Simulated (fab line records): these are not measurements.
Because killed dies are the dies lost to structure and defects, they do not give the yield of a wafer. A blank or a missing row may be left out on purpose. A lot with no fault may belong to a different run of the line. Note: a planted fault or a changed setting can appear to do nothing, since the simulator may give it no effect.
One fault through the eyes of 2 desks | flow sky130 | each desk holds nothing but its own numbers, with what lay behind them at the end

AT THE TOOL OWNER'S DESK: lpcvd-03
The tool's own readings at SKY_SONOS_ONO_CVD_04 (deposits SiO2 from SiH4/N2O, target thk 5.7199 nm): means of the sampled wafers that have a number, for each lot that ran on this tool. If a lot's mean is further than 4 standard deviations from the usual mean, the lot is out of limits and carries the mark OUT (the distance appears in the brackets).
Columns: A = spike_tc_centre_C at SKY_SONOS_ONO_CVD_04, usual 900.8 C; B = spike_tc_lower_C at SKY_SONOS_ONO_CVD_04, usual 901.7 C; C = spike_tc_top_C at SKY_SONOS_ONO_CVD_04, usual 912.6 C; D = spike_tc_upper_C at SKY_SONOS_ONO_CVD_04, usual 901.2 C; E = susceptor_temp_C at SKY_SONOS_ONO_CVD_04, usual 899.9 C
lot  | first seen here | A               | B                | C                | D                | E
L880 | day 11 15:19    | 902.6           | 902.1            | 914.9            | 902.9            | 899.6
L881 | day 11 16:34    | 901.1           | 901.1            | 914.0            | 901.6            | 899.9
L884 | day 12 16:16    | 900.9           | 901.6            | 909.3            | 901.0            | 899.6
L886 | day 13 09:11    | 900.5           | 902.2            | 910.4            | 900.3            | 900.3
L888 | day 14 10:19    | 900.9           | 900.6            | 909.7            | 900.1            | 899.7
L889 | day 14 10:19    | 901.1           | 901.9            | 909.7            | 899.8            | 900.3
L890 | day 14 14:30    | 899.6           | 902.3            | 909.6            | 899.1            | 899.8
L891 | day 14 14:30    | 900.1           | 901.2            | 910.2            | 899.4            | 899.8
L892 | day 15 10:20    | 901.1           | 902.5            | 914.7            | 902.4            | 900.4
L893 | day 15 13:38    | 910.9 (+10) OUT | 912.6 (+12) OUT  | 924.2 (+4.7) OUT | 912.6 (+8.8) OUT | 909.6 (+25) OUT
L894 | day 16 02:15    | 911.4 (+11) OUT | 910.4 (+9.3) OUT | 922.8 (+4.1) OUT | 910.9 (+7.4) OUT | 909.9 (+26) OUT
L903 | day 19 00:16    | 901.9           | 901.9            | 914.0            | 902.5            | 899.8
This desk's verdict: out of limits on L893, L894, starting with L893 at day 15 13:38 (spike_tc_centre_C at SKY_SONOS_ONO_CVD_04). Within limits: L880, L881, L884, L886, L888, L889, L890, L891, L892, L903.

THE METROLOGY DESK
What the gauges read, lot by lot, whatever tool the lot ran on: means of the sampled wafers that have a number. If a lot's mean is further than 4 standard deviations from the usual mean, the lot is out of limits and carries the mark OUT (the distance appears in the brackets).
Columns: A = VT_ADJUST_NCORE_OVL at SKY_VT_ADJUST_NCORE_OVL_MEAS_08, usual 1.6 nm; B = SONOS_ONO_CVD_04_THK at SKY_SONOS_ONO_THK_MEAS_05, usual 5.71 nm; C = LOCAL_INTERCONNECT_OVL at SKY_LOCAL_INTERCONNECT_OVL_MEAS_12, usual 2 nm
lot  | first seen here | A   | B               | C
L880 | day 8 14:30     | 1.5 | 5.67            | 3
L881 | day 8 16:28     | 0.4 | 5.62            | -6
L884 | day 9 15:18     | 1.8 | 5.56            | 2
L886 | day 10 08:30    | 1.3 | 5.84            | -2
L888 | day 11 02:57    | 2.1 | 5.87            | -1
L889 | day 11 05:10    | 1.9 | 5.88            | 5
L890 | day 11 08:21    | 1.3 | 5.58            | 5
L891 | day 11 10:12    | 0.0 | 5.83            | -4
L892 | day 12 03:49    | 1.6 | 5.61            | -1
L893 | day 12 06:24    | 2.1 | 6.59 (+8.0) OUT | 3
L894 | day 12 11:57    | 1.4 | 6.74 (+9.4) OUT | 4
L903 | day 15 01:21    | 2.5 | 5.85            | 9
Per this desk, out of limits: L893, L894; the first was L893, day 15 14:53 (SONOS_ONO_CVD_04_THK at SKY_SONOS_ONO_THK_MEAS_05). Within limits: L880, L881, L884, L886, L888, L889, L890, L891, L892, L903.

PUT TOGETHER
The tool owner's desk could have raised an alarm at day 15 13:38, on L893, L894.
At day 15 14:53 the metrology desk could have sounded an alarm, on L893, L894.
On lpcvd-03, each named lot ran SKY_SONOS_ONO_CVD_04.

WHAT THE SIMULATOR PUT IN
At SKY_SONOS_ONO_CVD_04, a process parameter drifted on lpcvd-03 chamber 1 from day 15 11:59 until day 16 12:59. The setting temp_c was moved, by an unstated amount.
Lots struck among those shown: L893, L894.
Counting hours from when the fault started, the first reading out of limits came at 2 for the tool owner's desk and at 3 for the metrology desk.
